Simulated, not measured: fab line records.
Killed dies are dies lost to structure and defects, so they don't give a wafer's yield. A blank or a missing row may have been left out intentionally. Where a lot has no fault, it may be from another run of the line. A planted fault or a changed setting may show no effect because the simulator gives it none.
Which tool was responsible? -- flow gf180mcu -- 39 wafers from 13 lots sampled at 4 of the route's 602 steps

## WHAT THE GAUGES READ, wafer by wafer
GF_M1_RS_MEAS_05: the measuring method here is four-point-probe.
lot,measured,on,M1_ALCU_RS (ohm/sq)
L559,day 16 21:43,film metro-04,0.0689 0.0683 0.0684
L560,day 17 01:53,film metro-04,0.0706 0.0700 0.0705
L562,day 18 00:19,film metro-03,0.0697 0.0705 0.0703
L561,day 18 01:29,film metro-03,0.0702 0.0707 0.0711
L564,day 18 21:46,film metro-04,0.0701 0.0714 0.0706
L565,day 19 01:26,film metro-03,0.0714 0.0712 0.0704
L566,day 19 21:59,film metro-03,0.0698 0.0691 0.0696
L567,day 19 22:23,film metro-04,0.0703 0.0694 0.0686
L569,day 20 14:44,film metro-03,0.0701 0.0701 0.0707
L570,day 21 02:09,film metro-03,0.0692 0.0706 0.0696
L571,day 21 14:23,film metro-03,0.0695 0.0696 0.0700

## WHICH TOOL RAN EACH LOT (tool, then ch and the chambers of the sampled wafers, then the start)
lot,GF_CONTACT_ETCH_16,GF_CONTACT_STRIP_18,GF_CONTACT_CMP_27
L559,"rie diel-01 ch 2,3, day 16 20:22","plasma asher-04 ch 1, day 16 20:31","cmp-01 ch 0,2,3, day 16 21:12"
L560,"rie diel-04 ch 0,1,2, day 17 00:28","plasma asher-02 ch 0,1, day 17 00:40","cmp-01 ch 0,1,3, day 17 01:25"
L562,"rie diel-04 ch 1,3, day 17 22:53","plasma asher-04 ch 0,1, day 17 23:05","cmp-01 ch 0,1,3, day 17 23:44"
L561,"rie diel-02 ch 0,2,3, day 18 00:04","plasma asher-02 ch 0,1, day 18 00:16","cmp-02 ch 0,1,3, day 18 01:03"
L564,"rie diel-01 ch 1,2, day 18 20:22","plasma asher-01 ch 0,1, day 18 20:31","cmp-02 ch 2,3, day 18 21:15"
L565,"rie diel-04 ch 1,2,3, day 19 00:01","plasma asher-02 ch 0,1, day 19 00:13","cmp-02 ch 0,3, day 19 00:52"
L566,"rie diel-01 ch 1,2,3, day 19 20:32","plasma asher-04 ch 0,1, day 19 20:42","cmp-01 ch 0,1, day 19 21:31"
L567,"rie diel-02 ch 0,1,3, day 19 20:53","plasma asher-02 ch 0,1, day 19 21:05","cmp-02 ch 0,1,3, day 19 21:56"
L569,"rie diel-04 ch 0,2,3, day 20 13:17","plasma asher-02 ch 0,1, day 20 13:28","cmp-02 ch 0,2,3, day 20 14:14"
L570,"rie diel-04 ch 0,1,2, day 21 00:40","plasma asher-04 ch 0,1, day 21 00:50","cmp-02 ch 0,2,3, day 21 01:37"
L571,"rie diel-04 ch 0,1, day 21 13:01","plasma asher-04 ch 0,1, day 21 13:11","cmp-02 ch 0,2, day 21 13:52"
L574,"rie diel-02 ch 0,1,3, day 22 09:11","plasma asher-02 ch 0,1, day 22 09:21","cmp-01 ch 1,2,3, day 22 10:02"
L575,"rie diel-04 ch 0,1, day 22 14:10","plasma asher-02 ch 0,1, day 22 14:19","cmp-01 ch 1,2, day 22 15:01"
- GF_CONTACT_ETCH_16: etches BARC in N2/H2.
- GF_CONTACT_STRIP_18: strips in O2/N2.
- GF_CONTACT_CMP_27: polishes, stops on SiO2, t overpolish 15 s, target thk 0 nm.

## WHAT THE TOOLS THEMSELVES READ (means of the sampled wafers that have a number; where no wafer has one, the mark that the record gives instead)
GF_CONTACT_ETCH_16.
lot,tool,drypump motor current A (A),oes product au (a.u.),throttle valve pct (%)
L559,rie diel-01,5.8,0.854,13.217
L560,rie diel-04,6.1,0.851,13.229
L562,rie diel-04,6.3,0.855,13.218
L561,rie diel-02,6.0,0.854,13.230
L564,rie diel-01,5.5,0.851,13.228
L565,rie diel-04,6.3,0.851,13.223
L566,rie diel-01,5.8,0.851,13.225
L567,rie diel-02,5.9,0.859,13.226
L569,rie diel-04,6.4,0.853,13.220
L570,rie diel-04,6.1,0.855,13.234
L571,rie diel-04,6.0,0.852,13.221
L574,rie diel-02,5.9,0.859,13.239
L575,rie diel-04,5.9,0.855,13.228

GF_CONTACT_STRIP_18.
lot,tool,drypump motor current A (A),heater power w (W),oes product au (a.u.),platen temp c (C)
L559,plasma asher-04,5.6,348,0.582,250.14
L560,plasma asher-02,6.6,354,0.578,249.87
L562,plasma asher-04,5.5,319,0.584,250.26
L561,plasma asher-02,6.7,356,0.581,250.11
L564,plasma asher-01,5.8,310,0.583,250.05
L565,plasma asher-02,6.7,359,0.586,250.14
L566,plasma asher-04,5.4,294,0.578,250.19
L567,plasma asher-02,6.6,358,0.574,249.77
L569,plasma asher-02,6.6,355,0.578,249.98
L570,plasma asher-04,5.5,293,0.586,249.89
L571,plasma asher-04,5.5,296,0.581,249.94
L574,plasma asher-02,6.7,354,0.583,249.84
L575,plasma asher-02,6.7,359,0.580,249.94

GF_CONTACT_CMP_27.
lot,tool,edge zone pressure frac,head pressure psi (psi),motor current A (A),overpolish run s (s),time to endpoint s (s)
L559,cmp-01,1.002,3.506,10.2,15.001,75
L560,cmp-01,0.998,3.500,10.8,14.997,75
L562,cmp-01,0.999,3.495,11.0,14.998,72
L561,cmp-02,1.006,3.498,11.7,14.992,75
L564,cmp-02,1.006,3.502,11.5,14.998,70
L565,cmp-02,0.997,3.498,11.8,15.003,70
L566,cmp-01,0.998,3.493,11.1,15.003,74
L567,cmp-02,0.995,3.502,11.6,14.995,72
L569,cmp-02,0.996,3.495,11.7,14.997,75
L570,cmp-02,1.002,3.504,11.5,15.000,74
L571,cmp-02,0.998,3.499,11.6,14.998,70
L574,cmp-01,-,-,-,-,-
L575,cmp-01,-,-,-,-,-

## THE ANSWER, worked out from the rows above alone
Rule: usual is defined by the lots themselves. The widest of any qualifying gaps counts: lots, ordered by their means at a reading, are off when they make up no more than a third of the lots, leave a main group of 4 or more, and stand apart from it by 3 or more times the standard deviation of that group's means. The tables above print the reading to a certain number of digits; a main group whose means all agree to those digits is not used. A lot without any number at a reading at which 4 lots or more have one is off too. All remaining lots with rows at the step are treated as sound. The gauges are gone through in route order, then the tools' own readings, and for those a lot's mean is taken as printed above. At the first step where some lot is off, the reading lying furthest off is the one used; lots without a number count as furthest.
Off: L574, L575 (GF_CONTACT_CMP_27, edge zone pressure frac). Without a number there: L574, L575. Main group: mean 1.000, sd 0.0036.
If a tool, at that step or one of the process steps before it, ran each lot that is off and ran no sound lot following the first of them, it fits. 2 tools fit, plasma asher-02 at GF_CONTACT_STRIP_18 and cmp-01 at GF_CONTACT_CMP_27, so this cannot tell which one it is.

## WHAT THE SIMULATOR PUT IN
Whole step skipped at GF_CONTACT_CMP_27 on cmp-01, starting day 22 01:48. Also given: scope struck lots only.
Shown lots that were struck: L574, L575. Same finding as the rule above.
